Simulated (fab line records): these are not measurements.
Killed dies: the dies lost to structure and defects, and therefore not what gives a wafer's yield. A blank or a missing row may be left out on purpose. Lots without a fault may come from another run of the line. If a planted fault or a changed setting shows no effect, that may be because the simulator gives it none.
8D (eight disciplines) problem report, filled in by code / flow sky130 / the parts of the form that need people (team, actions taken, sign-off) are left out

## 1. THE PROBLEM
Mean of oesProductAu at SKY_VIA3_ETCH_15: 0.993 a.u. across 3 wafers in 2 lots; on wafers with no fault it is 0.946 a.u. (standard deviation 0.0046). Measured from the usual mean, that is +10 standard deviations.
The step: etches SiO2 in C4F8/O2/Ar, stops on TiN, target depth 507 nm, time 78 s.
First seen on wafer L511.5, day 43 13:47, on rieDiel-02. The record holds 33 wafers of 11 lots with a number at this step. By rule, "out" or "out of limits" means more than 4 standard deviations away from the usual mean. Any other wafer with a number is counted as sound.

## 2. WHAT IT IS, AND WHAT IT ISN'T
question=which readings at this step | is=oesProductAu | is not=rfFwdPowerW
question=which lots | is=L511, L512 | is not=L498, L499, L502, L504, L505, L506, L516, L517, L518
question=which wafers of those lots | is=L511.5, L512.3, L512.5 | is not=L511.1, L511.4, L512.6
question=read on which tools | is=rieDiel-01, rieDiel-02 | is not=rieDiel-03
question=when | is=from day 43 13:47 | is not=up to then (20 sound wafers); but 10 sound wafers of L512, L516, L517, L518 came after

## 3. SUSPECTS, AND WHAT RULES EACH OUT
Counting: any tool at a process step up to the reading remains a suspect provided it ran every lot that is out. Sound lots after the first of them don't rule it out here, since some wafers of a struck lot are sound.
- cmp-01 at SKY_VIA3_CMP_02 (polishes SiO2): kept. It processed each lot that is out (first: L511, day 42 14:23); up to then, its last sound lot is L506 (day 41 06:56).
Remaining after the count: cmp-01 at SKY_VIA3_CMP_02.

## 4. THE CAUSE (what the simulator had put in)
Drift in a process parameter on cmp-01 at SKY_VIA3_CMP_02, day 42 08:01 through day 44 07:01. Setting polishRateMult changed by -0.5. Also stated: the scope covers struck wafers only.
The count eliminated every tool but this one.

## 5. THE EFFECT CHAIN, in route order
Each row: a reading where the mean over the struck wafers with a number is more than 3 standard deviations away from the usual. Only readings whose record carries a usual standard deviation are examined. hours: median over the lots of the time between each lot's start at the first step of this table that gives one and its start at this step. sigmas: the change, counted in usual standard deviations.
hours=0; step=SKY_VIA3_ETCH_15; reading=oesProductAu; usual=0.946 a.u.; on struck wafers=0.993; change=+0.047; sigmas=+10
hours=132; step=SKY_PAD_OPEN_PROBE_99; reading=defectLimitedYield; usual=82.6 %; on struck wafers=0.0; change=-82.6; sigmas=-46
hours=132; step=SKY_PAD_OPEN_PROBE_99; reading=killed_at_M0_to_M3; usual=43; on struck wafers=452; change=+409; sigmas=+58
hours=132; step=SKY_PAD_OPEN_PROBE_99; reading=killedDies; usual=86; on struck wafers=492; change=+406; sigmas=+45
hours=132; step=SKY_PAD_OPEN_PROBE_99; reading=killedOnRim; usual=16; on struck wafers=96; change=+80; sigmas=+23
hours=132; step=SKY_PAD_OPEN_PROBE_99; reading=sort_bin_5_function; usual=10.3 %; on struck wafers=93.2; change=+82.9; sigmas=+59
hours=132; step=SKY_PAD_OPEN_PROBE_99; reading=sortNPass; usual=406; on struck wafers=0; change=-406; sigmas=-45
hours=132; step=SKY_PAD_OPEN_PROBE_99; reading=sortYieldPct; usual=82.6 %; on struck wafers=0.0; change=-82.6; sigmas=-46
Its process steps:
- SKY_VIA3_ETCH_15: etches SiO2 in C4F8/O2/Ar, stops on TiN, target depth 507 nm, time 78 s.
- SKY_PAD_OPEN_PROBE_99

## 6. HOW IT WOULD HAVE BEEN CAUGHT EARLIER
First out-of-limits reading in this record: day 43 13:47, which is 30 hours after fault onset at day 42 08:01.
Tool readings at SKY_VIA3_CMP_02 with a usual standard deviation given in the record: none out on any struck wafer, hence no alarm at a limit of 4 standard deviations on them.
The start of SKY_VIA3_CMP_02 on cmp-01 came by day 43 13:47 for every one of the lots that are out (2). None of them would have been spared by holding the tool at that moment.
